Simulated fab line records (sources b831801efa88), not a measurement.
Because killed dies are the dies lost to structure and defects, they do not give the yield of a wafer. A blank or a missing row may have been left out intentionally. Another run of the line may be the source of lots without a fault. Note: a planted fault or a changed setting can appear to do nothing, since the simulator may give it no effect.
2 desks, one fault | flow sfqLine | each desk holds nothing but its own numbers, with what lay behind them at the end

FOR THE TOOL OWNER'S DESK: lithoTrack-04
The tool's own readings at SFQ_TRILAYER_JJ_CE_LITHO_COAT_114 (resist thk 600 nm): means of the sampled wafers that have a number, for each lot that ran on this tool. Marked OUT: a lot whose mean sits more than 4 standard deviations from the usual mean, which makes it out of limits; the brackets give that distance.
Columns: A = chillPlateTempC at SFQ_TRILAYER_JJ_CE_LITHO_COAT_114, usual 23.02 C; B = resistLineTempC at SFQ_TRILAYER_JJ_CE_LITHO_COAT_114, usual 22.99 C
lot  | first seen here | A     | B
L437 | day 49 01:13    | 23.12 | 23.11
L439 | day 49 06:01    | 23.07 | 23.04
L450 | day 61 10:28    | 22.96 | 23.01
Result from this desk: across the 3 lots, nothing is out of limits.

AT THE METROLOGY DESK
What the gauges read for every lot (on any tool): the sampled wafers with a number, averaged. Marked OUT: a lot whose mean sits more than 4 standard deviations from the usual mean, which makes it out of limits; the brackets give that distance.
Columns: A = JJ_NB_RS at SFQ_JJ_RS_MEAS_929, usual 1.051 ohm/sq; B = J5_OVL at SFQ_JJ_OVL_MEAS_931, usual 2 nm
lot  | first seen here | A     | B
L431 | day 47 16:25    | 1.044 | 13
L437 | day 49 00:44    | 1.054 | 5
L439 | day 49 05:32    | 1.052 | -8
L445 | day 52 15:28    | 1.050 | -1
L450 | day 61 09:57    | 1.057 | -5
L453 | day 61 21:56    | 1.061 | 12
Result from this desk: across the 6 lots, nothing is out of limits.

PUT TOGETHER
The tool owner's desk saw nothing out of limits.
The metrology desk saw nothing out of limits.

WHAT WAS PUT IN BY THE SIMULATOR
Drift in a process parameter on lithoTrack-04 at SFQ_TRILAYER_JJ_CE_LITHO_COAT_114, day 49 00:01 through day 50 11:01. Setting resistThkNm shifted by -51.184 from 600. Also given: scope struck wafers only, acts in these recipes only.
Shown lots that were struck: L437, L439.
